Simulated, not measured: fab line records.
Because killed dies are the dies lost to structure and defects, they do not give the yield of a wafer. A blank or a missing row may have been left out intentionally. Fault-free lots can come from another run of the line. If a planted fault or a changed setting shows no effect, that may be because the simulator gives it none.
fab line records	flow gf180mcu
record: lots: 6	wafers: 18	last-day: 33
route steps=602 shown V3@448 M4@456
lots untouched by any fault: they come from a run of this same line in which no faults occurred
start-h: start of the lot's first displayed wafer, in hours after the record's first day	wait-h: hours since the lot's step before	" same as the row above	L1.1+2: a single row standing in for several wafers	- no value, or no start given	* or withheld: withheld	< > ~ a bound
route shown NAME@n: names a module that has steps shown in the file, with the first one's number in the route	usual: mean/standard deviation taken from wafers without a fault	same: alike in all rows	chamber/n: place in a boat	sites: each site's reading	_std_site: their standard deviation	_edge_site: inner sites' mean taken away from outer sites' mean	radius-mm: how far each site lies from the wafer's centre	mask NAME#n: copy n	behind: the most recent tool/chamber to have shaped the wafer	hold: the reason the lot was held/the length of the hold in hours/how it ended	device: the n, p or np transistor that did not switch	end of line: the route-end tests of the same wafers	step lacking rows: just its recipe	killed: not the wafer's yield, but the dies lost to structure and defects at the first sort	map: a wafer's dies, marking killed ones x, the rest . and places with no die _
set.NAME: the setting as run; set.NAME@STEP: as run at that earlier step	model.NAME: the simulator's own value behind a step, which no gauge read
certain route steps with their lots: each step a table, each wafer a row
services: from which hour (start-h, from the record's first day; less than 0 if before it) a tool's chamber was out of use, for how many hours, and why
== steps ==
step: GF_V3_STRIP_19
recipe: chemistry: post-etch-residue-remover	time-s: 1200	temp-c: 72.5
step: GF_V3_CLEAN_20
recipe: chemistry: DIW	dry: n2-spin
step: GF_V3_SPUTTER_21
recipe: material: Ti	target-thk-nm: 15	chamber-pressure-pa: 5	power-w: 2500	substrate-temp-c: 200	time-s: 80.02
step: GF_V3_SPUTTER_22
recipe: material: TiN	target-thk-nm: 10	chamber-pressure-pa: 5	power-w: 4000	time-s: 40
step: GF_V3_CVD_23
recipe: material: W	target-thk-nm: 350	time-s: 104.9	temp-c: 400	pressure-torr: 40
usual: heater-power-w: 816/98	susceptor-temp-C: 400.01/0.24
lot.wafer	tool	chamber	start-h	wait-h	heater-power-w	since-wet-clean-h	susceptor-temp-C
L157.1	cvd-w-02	0	595.95	0.0	775	692	400.18
L157.4	"	1	"	"	664	-	400.07
L157.5	"	0	"	"	788	-	400.26
L160.1	cvd-w-01	1	617.75	0.0	952	214	400.22
L160.2	"	0	"	"	857	214	400.13
L160.3	"	0	"	"	849	-	399.88
L161.1	cvd-w-01	0	618.65	0.0	859	215	399.98
L161.2	"	1	"	"	971	215	399.79
L161.3	"	0	"	"	845	-	400.28
L163.1	cvd-w-01	0	636.45	0.0	853	232	400.03
L163.2	"	1	"	"	940	232	399.85
L163.4	"	0	"	"	848	-	399.92
L167.1	cvd-w-01	0	663.09	0.0	825	259	399.96
L167.3	"	0	"	"	833	-	399.81
L167.6	"	0	"	"	875	-	400.00
L168.1	cvd-w-02	1	670.61	0.0	671	767	399.97
L168.2	"	0	"	"	777	767	400.00
L168.5	"	1	"	"	679	-	400.17
step: GF_V3_RS_MEAS_24
recipe: thk-meas-gauge: four-point-probe	reads: W_of_V3_CVD_23+TiN_of_V3_SPUTTER_22+Ti_of_V3_SPUTTER_21
usual: V3_W_RS: 0.330/0.0056
lot.wafer	tool	chamber	start-h	wait-h	V3_W_RS[ohm/sq]
L157.1	film-metro-03	-	596.07	0.1	0.326
L157.4	"	-	"	"	0.334
L157.5	"	-	"	"	0.322
L160.1	film-metro-01	-	617.86	0.1	0.332
L160.2	"	-	"	"	0.333
L160.3	"	-	"	"	0.334
L161.1	film-metro-03	-	618.77	0.1	0.334
L161.2	"	-	"	"	0.338
L161.3	"	-	"	"	0.335
L163.1	film-metro-02	-	636.57	0.1	0.333
L163.2	"	-	"	"	0.335
L163.4	"	-	"	"	0.332
L167.1	film-metro-02	-	663.20	0.1	0.331
L167.3	"	-	"	"	0.334
L167.6	"	-	"	"	0.330
L168.1	film-metro-03	-	670.72	0.1	0.329
L168.2	"	-	"	"	0.323
L168.5	"	-	"	"	0.327
step: GF_V3_THK_MEAS_25
recipe: thk-meas-gauge: xrf	reads: W_of_V3_CVD_23
usual: V3_W_THK: 348/6.6
lot.wafer	tool	chamber	start-h	wait-h	V3_W_THK[nm]
L157.1	film-metro-03	-	596.19	0.1	350
L157.4	"	-	"	"	342
L157.5	"	-	"	"	357
L160.1	film-metro-01	-	617.98	0.1	344
L160.2	"	-	"	"	340
L160.3	"	-	"	"	337
L161.1	film-metro-03	-	618.89	0.1	343
L161.2	"	-	"	"	341
L161.3	"	-	"	"	344
L163.1	film-metro-02	-	636.69	0.1	345
L163.2	"	-	"	"	344
L163.4	"	-	"	"	346
L167.1	film-metro-02	-	663.32	0.1	349
L167.3	"	-	"	"	346
L167.6	"	-	"	"	351
L168.1	film-metro-03	-	670.84	0.1	348
L168.2	"	-	"	"	354
L168.5	"	-	"	"	353
step: GF_V3_CMP_26
recipe: stop-on: SiO2	down-force-psi: 3.5	platen-rpm: 60	t-overpolish-s: 15	target-thk-nm: 0	pad-velocity-m-s: 0.94248
usual: motor-current-A: 11.3/1	overpolish-run-s: 15.001/0.0098	time-to-endpoint-s: 86/4.2
lot.wafer	tool	chamber	start-h	wait-h	motor-current-A	overpolish-run-s	time-to-endpoint-s
L157.1	cmp-02	0	596.35	0.1	10.1	14.994	85
L157.4	"	1	"	"	13.8	14.994	83
L157.5	"	3	"	"	10.6	15.018	82
L160.1	cmp-02	1	618.04	0.1	13.3	14.996	80
L160.2	"	3	"	"	11.2	15.002	79
L160.3	"	0	"	"	10.1	14.995	83
L161.1	cmp-01	3	618.95	0.1	12.1	15.007	82
L161.2	"	1	"	"	11.6	15.006	82
L161.3	"	2	"	"	11.5	14.999	86
L163.1	cmp-02	0	636.75	0.1	10.6	15.004	82
L163.2	"	1	"	"	12.9	15.014	79
L163.4	"	2	"	"	10.2	14.997	87
L167.3	cmp-01	3	663.38	0.0	12.0	14.997	84
L167.1	"	0	"	"	10.8	14.995	93
L167.6	"	0	"	"	11.1	15.001	91
L168.1	cmp-02	3	670.95	0.1	11.5	14.991	85
L168.2	"	1	"	"	13.0	14.990	88
L168.5	"	3	"	"	11.1	14.988	84
step: GF_M4_SPUTTER_00
recipe: material: Ti	target-thk-nm: 37.5	arriving-ion-energy-ev: 80	substrate-temp-c: 200	chamber-pressure-pa: 2	power-w: 4000	time-s: 150
usual: cathode-dc-power-W: 4000.1/0.77	chamber-pressure-pa: 2.001/0.0039	throttle-valve-pct: 29.8/1
lot.wafer	tool	chamber	start-h	wait-h	cathode-dc-power-W	chamber-pressure-pa	throttle-valve-pct
L157.1	pvd-sputter-03	-	596.55	0.1	3999.4	2.007	28.0
L157.4	"	-	"	"	3999.8	2.004	30.1
L157.5	"	-	"	"	4000.1	2.000	28.0
L160.1	pvd-sputter-02	-	618.34	0.2	4000.5	1.996	30.8
L160.2	"	-	"	"	3999.9	2.000	31.1
L160.3	"	-	"	"	4000.9	2.000	29.3
L161.1	pvd-sputter-02	-	619.25	0.2	3999.9	1.997	29.4
L161.2	"	-	"	"	3999.1	1.995	31.2
L161.3	"	-	"	"	3999.0	2.003	29.7
L163.1	pvd-sputter-02	-	637.05	0.2	4000.2	1.998	29.8
L163.2	"	-	"	"	4000.3	2.002	30.6
L163.4	"	-	"	"	4000.9	1.997	29.7
L167.1	pvd-sputter-03	-	663.68	0.2	4000.3	2.001	31.6
L167.3	"	-	"	"	4000.4	2.002	30.0
L167.6	"	-	"	"	4000.6	1.999	29.7
L168.1	pvd-sputter-01	-	671.20	0.2	4000.6	2.007	31.4
L168.2	"	-	"	"	4000.8	2.013	29.0
L168.5	"	-	"	"	3998.1	2.007	28.8
step: GF_M4_SPUTTER_01
recipe: material: TiN	target-thk-nm: 30	power-w: 6500	time-s: 25	chamber-pressure-pa: 0.4
step: GF_M4_SPUTTER_02
recipe: material: AlCu	target-thk-nm: 450	power-w: 10600	time-s: 23.9	chamber-pressure-pa: 0.4
usual: cathode-dc-power-W: 10600/1.8	chamber-pressure-pa: 0.4000/0.00083	throttle-valve-pct: 29.8/1
lot.wafer	tool	chamber	start-h	wait-h	cathode-dc-power-W	chamber-pressure-pa	throttle-valve-pct
L157.1	pvd-sputter-03	-	596.68	0.0	10600	0.3999	27.9
L157.4	"	-	"	"	10601	0.4006	30.1
L157.5	"	-	"	"	10597	0.3998	27.9
L160.1	pvd-sputter-02	-	618.47	0.0	10601	0.4000	30.6
L160.2	"	-	"	"	10602	0.3995	31.2
L160.3	"	-	"	"	10597	0.3998	29.4
L161.1	pvd-sputter-02	-	619.38	0.0	10599	0.3989	29.3
L161.2	"	-	"	"	10603	0.4000	31.1
L161.3	"	-	"	"	10601	0.3983	29.7
L163.1	pvd-sputter-02	-	637.18	0.0	10601	0.4004	30.1
L163.2	"	-	"	"	10600	0.4003	30.7
L163.4	"	-	"	"	10598	0.3998	29.6
L167.1	pvd-sputter-03	-	663.81	0.0	10600	0.4003	31.4
L167.3	"	-	"	"	10601	0.4012	29.6
L167.6	"	-	"	"	10600	0.3995	29.6
L168.1	pvd-sputter-01	-	671.33	0.0	10600	0.4020	31.2
L168.2	"	-	"	"	10600	0.4005	29.1
L168.5	"	-	"	"	10600	0.3989	28.7
step: GF_M4_SPUTTER_03
recipe: material: Ti	target-thk-nm: 10	substrate-temp-c: 300	chamber-pressure-pa: 0.3	power-w: 3000	time-s: 6.7
usual: cathode-dc-power-W: 3000.1/0.52	chamber-pressure-pa: 0.3001/0.00059	throttle-valve-pct: 29.8/1
lot.wafer	tool	chamber	start-h	wait-h	cathode-dc-power-W	chamber-pressure-pa	throttle-valve-pct
L157.1	pvd-sputter-03	-	596.71	0.0	3000.3	0.2993	27.9
L157.4	"	-	"	"	3000.8	0.2998	30.3
L157.5	"	-	"	"	3000.5	0.2994	27.8
L160.1	pvd-sputter-02	-	618.50	0.0	2998.5	0.3001	30.7
L160.2	"	-	"	"	3000.5	0.2997	31.1
L160.3	"	-	"	"	2999.5	0.3006	29.3
L161.1	pvd-sputter-02	-	619.41	0.0	2999.9	0.2998	29.4
L161.2	"	-	"	"	3000.3	0.2993	31.1
L161.3	"	-	"	"	2999.3	0.3000	29.6
L163.1	pvd-sputter-02	-	637.21	0.0	2999.0	0.3000	29.8
L163.2	"	-	"	"	3000.8	0.2998	30.5
L163.4	"	-	"	"	2999.7	0.2998	29.8
L167.1	pvd-sputter-03	-	663.84	0.0	3000.6	0.2994	31.3
L167.3	"	-	"	"	3000.0	0.2998	29.7
L167.6	"	-	"	"	2999.6	0.2997	29.9
L168.1	pvd-sputter-01	-	671.36	0.0	3000.4	0.2997	31.0
L168.2	"	-	"	"	3000.3	0.2997	29.0
L168.5	"	-	"	"	2999.8	0.2990	28.5
step: GF_M4_SPUTTER_04
recipe: material: TiN	target-thk-nm: 50	power-w: 6500	time-s: 41.7	chamber-pressure-pa: 0.4
usual: cathode-dc-power-W: 6500.1/1.2	chamber-pressure-pa: 0.4000/0.00078	throttle-valve-pct: 29.8/1
lot.wafer	tool	chamber	start-h	wait-h	cathode-dc-power-W	chamber-pressure-pa	throttle-valve-pct
L157.1	pvd-sputter-03	-	596.73	0.0	6500.7	0.4004	28.2
L157.4	"	-	"	"	6499.7	0.4011	30.1
L157.5	"	-	"	"	6501.7	0.4002	28.0
L160.1	pvd-sputter-02	-	618.52	0.0	-	-	-
L160.2	"	-	"	"	-	-	-
L160.3	"	-	"	"	-	-	-
L161.1	pvd-sputter-02	-	619.43	0.0	-	-	-
L161.2	"	-	"	"	-	-	-
L161.3	"	-	"	"	-	-	-
L163.1	pvd-sputter-02	-	637.23	0.0	6500.4	0.3999	29.7
L163.2	"	-	"	"	6499.8	0.4005	30.7
L163.4	"	-	"	"	6499.0	0.3997	30.1
L167.1	pvd-sputter-03	-	663.86	0.0	6499.4	0.3987	31.5
L167.3	"	-	"	"	6499.5	0.4012	29.9
L167.6	"	-	"	"	6499.6	0.4013	29.8
L168.1	pvd-sputter-01	-	671.38	0.0	6500.7	0.4014	31.0
L168.2	"	-	"	"	6496.9	0.3992	28.9
L168.5	"	-	"	"	6499.1	0.3985	28.8
step: GF_M4_THK_MEAS_06
recipe: thk-meas-gauge: xrf	reads: AlCu_of_M4_SPUTTER_02
usual: M4_ALCU_THK: 446/5.9
lot.wafer	tool	chamber	start-h	wait-h	M4_ALCU_THK[nm]
L157.1	film-metro-04	-	596.89	0.1	443
L157.4	"	-	"	"	446
L157.5	"	-	"	"	443
L160.1	film-metro-01	-	618.68	0.1	497
L160.2	"	-	"	"	498
L160.3	"	-	"	"	501
L161.1	film-metro-02	-	619.59	0.1	499
L161.2	"	-	"	"	501
L161.3	"	-	"	"	491
L163.1	film-metro-02	-	637.39	0.1	443
L163.2	"	-	"	"	451
L163.4	"	-	"	"	444
L167.1	film-metro-01	-	664.02	0.1	445
L167.3	"	-	"	"	444
L167.6	"	-	"	"	441
L168.1	film-metro-02	-	671.54	0.1	446
L168.2	"	-	"	"	445
L168.5	"	-	"	"	447
step: GF_M4_DEHYDRATE_07
recipe: temp-c: 200	time-s: 60
== services ==
tool	chamber	start-h	hours	kind
cmp-01	-	572.03	4.0	pm
cmp-02	-	575.54	4.4	repair
cmp-01	-	576.03	-	consumable-replace:conditioner
cmp-01	-	576.03	-	consumable-replace:pad
pvd-sputter-03	-	580.09	2.6	repair
pvd-sputter-03	0	601.88	-	consumable-replace:kit
pvd-sputter-03	0	601.88	18.0	scheduled-down
pvd-sputter-03	0	601.88	18.0	vent-cycle
cvd-w-01	-	607.18	6.9	pm
cvd-w-02	1	607.28	6.9	repair
cmp-01	-	607.60	0.7	repair
cvd-w-02	-	621.34	1.3	repair
pvd-sputter-02	2	628.19	-	consumable-replace:kit
pvd-sputter-02	2	628.19	18.0	scheduled-down
pvd-sputter-02	2	628.19	18.0	vent-cycle
cvd-w-01	-	640.61	0.3	repair
cmp-02	-	645.14	1.1	repair
cmp-01	-	656.28	4.9	pm
pvd-sputter-02	-	658.98	0.5	repair
cvd-w-01	0	663.44	9.8	repair
cmp-01	-	666.06	0.6	repair
cmp-01	-	668.23	1.3	repair
== key ==
first-sign: step: GF_M4_SPUTTER_04	reading: tool-record	direction: missing
effect: step: GF_M4_THK_MEAS_06	reading: M4_ALCU_THK	direction: up	sigmas: 8.9	usual: 446	struck: 498
met-at GF_M4_SPUTTER_04
struck-wafers L160.1,L160.2,L160.3,L161.1,L161.2,L161.3
later-rows-left-out L160.1,L160.2,L160.3,L161.1,L161.2,L161.3
sort-left-out L160.1,L160.2,L160.3,L161.1,L161.2,L161.3
fault: kind: skipped-step-whole	tool: pvd-sputter-02	chamber: -	onset-h: 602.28	steps: GF_M4_SPUTTER_04	scope: struck-lots-only
sort-left-out: the simulated sort isn't trusted on such a fault, so these wafers' sort isn't shown, and their yield isn't known
later-rows-left-out: the simulator's readings of these wafers behind a module that went badly wrong aren't trusted and aren't shown, but for the sort
